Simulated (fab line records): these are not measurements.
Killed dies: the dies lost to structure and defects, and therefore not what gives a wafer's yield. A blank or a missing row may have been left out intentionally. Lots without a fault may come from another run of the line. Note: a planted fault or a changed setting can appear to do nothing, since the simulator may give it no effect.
What tool caused it? :: flow sky130 :: 13 lots with 39 wafers sampled at 4 steps, on a route of 708 steps

## WHAT EACH GAUGE READ, for each wafer
SKY_VIA4_BOW_MEAS_03. Usual: VIA4_BOW gives 80 um (standard deviation 8).
lot: L209
measured: day 42 17:04
on: film-metro-03
VIA4_BOW (um): 78 79 88
flag: 

lot: L211
measured: day 43 09:10
on: film-metro-03
VIA4_BOW (um): 81 83 89
flag: 

lot: L212
measured: day 43 15:42
on: film-metro-02
VIA4_BOW (um): 79 82 85
flag: 

lot: L213
measured: day 44 09:19
on: film-metro-03
VIA4_BOW (um): 87 87 91
flag: 

lot: L214
measured: day 44 13:18
on: film-metro-01
VIA4_BOW (um): 73 72 70
flag: 

lot: L217
measured: day 45 11:36
on: film-metro-03
VIA4_BOW (um): 90 85 80
flag: 

lot: L218
measured: day 45 12:00
on: film-metro-01
VIA4_BOW (um): 76 84 69
flag: 

lot: L220
measured: day 45 19:37
on: film-metro-01
VIA4_BOW (um): 87 92 79
flag: 

lot: L222
measured: day 46 13:58
on: film-metro-02
VIA4_BOW (um): 76 84 76
flag: 

lot: L223
measured: day 46 13:29
on: film-metro-01
VIA4_BOW (um): 89 83 75
flag: 

lot: L224
measured: day 46 14:58
on: film-metro-02
VIA4_BOW (um): 74 79 78
flag: 

lot: L228
measured: day 47 14:18
on: film-metro-02
VIA4_BOW (um): 71 66 85
flag: 

lot: L231
measured: day 48 05:08
on: film-metro-01
VIA4_BOW (um): 84 86 72
flag: 

SKY_PASSIVATION_THK_MEAS_01. Usual: PASSIVATION_CVD_00_THK gives 90.3 nm (standard deviation 1.1).
lot: L209
measured: day 44 19:22
on: film-metro-03
PASSIVATION_CVD_00_THK (nm): 90.3 90.0 91.3
flag: 

lot: L211
measured: day 45 10:46
on: film-metro-02
PASSIVATION_CVD_00_THK (nm): 92.0 90.4 93.0
flag: 

lot: L212
measured: day 45 16:32
on: film-metro-03
PASSIVATION_CVD_00_THK (nm): 89.2 89.7 90.2
flag: 

lot: L213
measured: day 46 07:20
on: film-metro-04
PASSIVATION_CVD_00_THK (nm): 88.6 88.8 90.3
flag: 

lot: L214
measured: day 46 11:59
on: film-metro-03
PASSIVATION_CVD_00_THK (nm): 90.3 92.4 90.2
flag: 

lot: L217
measured: day 47 09:20
on: film-metro-04
PASSIVATION_CVD_00_THK (nm): 89.5 88.7 90.3
flag: 

lot: L218
measured: day 47 09:56
on: film-metro-04
PASSIVATION_CVD_00_THK (nm): 89.4 89.3 89.8
flag: 

lot: L220
measured: day 47 17:01
on: film-metro-03
PASSIVATION_CVD_00_THK (nm): 90.2 89.9 90.5
flag: 

lot: L222
measured: day 48 09:26
on: film-metro-04
PASSIVATION_CVD_00_THK (nm): 89.4 90.9 91.0
flag: 

lot: L223
measured: day 48 08:44
on: film-metro-03
PASSIVATION_CVD_00_THK (nm): 89.4 92.3 90.8
flag: 

lot: L224
measured: day 48 10:00
on: film-metro-02
PASSIVATION_CVD_00_THK (nm): 90.0 89.4 90.7
flag: 

lot: L228
measured: day 49 08:16
on: film-metro-03
PASSIVATION_CVD_00_THK (nm): 90.0 90.1 91.3
flag: 

lot: L231
measured: day 49 21:22
on: film-metro-02
PASSIVATION_CVD_00_THK (nm): 89.2 89.5 89.7
flag: 

SKY_PAD_OPEN_BOW_MEAS_13. Usual: PAD_OPEN_BOW gives 47 um (standard deviation 8.4).
lot: L209
measured: day 46 17:56
on: film-metro-02
PAD_OPEN_BOW (um): 39 41 50
flag: 

lot: L211
measured: day 47 08:08
on: film-metro-04
PAD_OPEN_BOW (um): 45 47 53
flag: 

lot: L212
measured: day 47 13:04
on: film-metro-02
PAD_OPEN_BOW (um): 54 58 60
flag: 

lot: L213
measured: day 48 02:16
on: film-metro-01
PAD_OPEN_BOW (um): 53 52 56
flag: 

lot: L214
measured: day 48 06:53
on: film-metro-01
PAD_OPEN_BOW (um): 38 35 34
flag: 

lot: L217
measured: day 49 02:59
on: film-metro-04
PAD_OPEN_BOW (um): 56 49 44
flag: 

lot: L218
measured: day 49 03:59
on: film-metro-01
PAD_OPEN_BOW (um): 45 52 40
flag: 

lot: L220
measured: day 49 10:44
on: film-metro-01
PAD_OPEN_BOW (um): 53 58 43
flag: 

lot: L222
measured: day 50 02:26
on: film-metro-01
PAD_OPEN_BOW (um): 43 53 43
flag: 

lot: L223
measured: day 50 00:33
on: film-metro-01
PAD_OPEN_BOW (um): 51 45 38
flag: 

lot: L224
measured: day 50 02:28
on: film-metro-02
PAD_OPEN_BOW (um): 48 52 49
flag: 

lot: L228
measured: day 50 20:17
on: film-metro-01
PAD_OPEN_BOW (um): 41 33 54
flag: 

lot: L231
measured: day 51 08:36
on: film-metro-01
PAD_OPEN_BOW (um): 52 55 40
flag: 

## WHAT TOOL EACH LOT RAN ON (gives the tool, then ch and the chambers of the sampled wafers, and finally the start)
lot: L209
SKY_LDD_N_STRIP_16: plasma-asher-03 ch 0,1, day 18 15:49

lot: L211
SKY_LDD_N_STRIP_16: plasma-asher-03 ch 0,1, day 19 07:10

lot: L212
SKY_LDD_N_STRIP_16: plasma-asher-03 ch 0,1, day 19 15:46

lot: L213
SKY_LDD_N_STRIP_16: plasma-asher-01 ch 0,1, day 20 11:11

lot: L214
SKY_LDD_N_STRIP_16: plasma-asher-02 ch 0,1, day 20 18:59

lot: L217
SKY_LDD_N_STRIP_16: plasma-asher-03 ch 0,1, day 21 13:59

lot: L218
SKY_LDD_N_STRIP_16: plasma-asher-03 ch 0,1, day 21 21:32

lot: L220
SKY_LDD_N_STRIP_16: plasma-asher-03 ch 0,1, day 22 12:40

lot: L222
SKY_LDD_N_STRIP_16: plasma-asher-01 ch 0,1, day 23 05:38

lot: L223
SKY_LDD_N_STRIP_16: plasma-asher-02 ch 0,1, day 23 05:40

lot: L224
SKY_LDD_N_STRIP_16: plasma-asher-02 ch 0,1, day 23 12:43

lot: L228
SKY_LDD_N_STRIP_16: plasma-asher-02 ch 0,1, day 24 22:02

lot: L231
SKY_LDD_N_STRIP_16: plasma-asher-02 ch 0,1, day 25 12:26
- SKY_LDD_N_STRIP_16: strips in O2/N2.

## WHAT THE TOOLS THEMSELVES READ (means of the sampled wafers that have a number; where no wafer has one, the mark that the record gives instead)
SKY_LDD_N_STRIP_16. Usual: drypump-motor-current-A 5.39 A, standard deviation 0.26; n2-flow-sccm 300.0 sccm, standard deviation 0.81; oes-product-au 0.407 a.u., standard deviation 0.0041; strip-time-to-endpoint-s 4.317 s, standard deviation 0.015.
lot: L209
tool: plasma-asher-03
drypump-motor-current-A (A): 5.30
n2-flow-sccm (sccm): 300.8
oes-product-au (a.u.): 0.404
strip-time-to-endpoint-s (s): 4.299
flag: 

lot: L211
tool: plasma-asher-03
drypump-motor-current-A (A): 5.28
n2-flow-sccm (sccm): 300.4
oes-product-au (a.u.): 0.409
strip-time-to-endpoint-s (s): 4.328
flag: 

lot: L212
tool: plasma-asher-03
drypump-motor-current-A (A): 5.30
n2-flow-sccm (sccm): 300.5
oes-product-au (a.u.): 0.407
strip-time-to-endpoint-s (s): 4.333
flag: 

lot: L213
tool: plasma-asher-01
drypump-motor-current-A (A): 5.24
n2-flow-sccm (sccm): 300.4
oes-product-au (a.u.): 0.403
strip-time-to-endpoint-s (s): 4.292
flag: 

lot: L214
tool: plasma-asher-02
drypump-motor-current-A (A): 5.85
n2-flow-sccm (sccm): 299.4
oes-product-au (a.u.): 0.407
strip-time-to-endpoint-s (s): 4.319
flag: 

lot: L217
tool: plasma-asher-03
drypump-motor-current-A (A): 5.28
n2-flow-sccm (sccm): 298.9
oes-product-au (a.u.): 0.406
strip-time-to-endpoint-s (s): 4.316
flag: 

lot: L218
tool: plasma-asher-03
drypump-motor-current-A (A): 5.31
n2-flow-sccm (sccm): 299.2
oes-product-au (a.u.): 0.410
strip-time-to-endpoint-s (s): 4.316
flag: 

lot: L220
tool: plasma-asher-03
drypump-motor-current-A (A): 5.27
n2-flow-sccm (sccm): 299.3
oes-product-au (a.u.): 0.408
strip-time-to-endpoint-s (s): 4.317
flag: 

lot: L222
tool: plasma-asher-01
drypump-motor-current-A (A): 5.17
n2-flow-sccm (sccm): 300.4
oes-product-au (a.u.): 0.410
strip-time-to-endpoint-s (s): 4.323
flag: 

lot: L223
tool: plasma-asher-02
drypump-motor-current-A (A): 5.84
n2-flow-sccm (sccm): 299.6
oes-product-au (a.u.): 0.409
strip-time-to-endpoint-s (s): 4.327
flag: 

lot: L224
tool: plasma-asher-02
drypump-motor-current-A (A): 5.76
n2-flow-sccm (sccm): 300.7
oes-product-au (a.u.): 0.407
strip-time-to-endpoint-s (s): 4.305
flag: 

lot: L228
tool: plasma-asher-02
drypump-motor-current-A (A): 5.78
n2-flow-sccm (sccm): 299.7
oes-product-au (a.u.): 0.407
strip-time-to-endpoint-s (s): 4.323
flag: 

lot: L231
tool: plasma-asher-02
drypump-motor-current-A (A): 5.84
n2-flow-sccm (sccm): 300.2
oes-product-au (a.u.): 0.405
strip-time-to-endpoint-s (s): 4.302
flag: 

## THE ANSWER, worked out from the rows above alone
Rule: lot off if the mean of its wafers having a number is beyond 3 standard deviations from the usual mean. A lot without any number at a reading at which 4 lots or more have one is off too. All remaining lots with rows at the step are treated as sound. First the gauges in route order, then the tools' own readings, where a lot's mean is used as printed above. At the first step where some lot is off, the reading lying furthest off is the one used; lots without a number count as furthest.
No lot is off on any of the readings shown, so nothing can be concluded from this.

## WHAT THE SIMULATOR HAD PUT IN
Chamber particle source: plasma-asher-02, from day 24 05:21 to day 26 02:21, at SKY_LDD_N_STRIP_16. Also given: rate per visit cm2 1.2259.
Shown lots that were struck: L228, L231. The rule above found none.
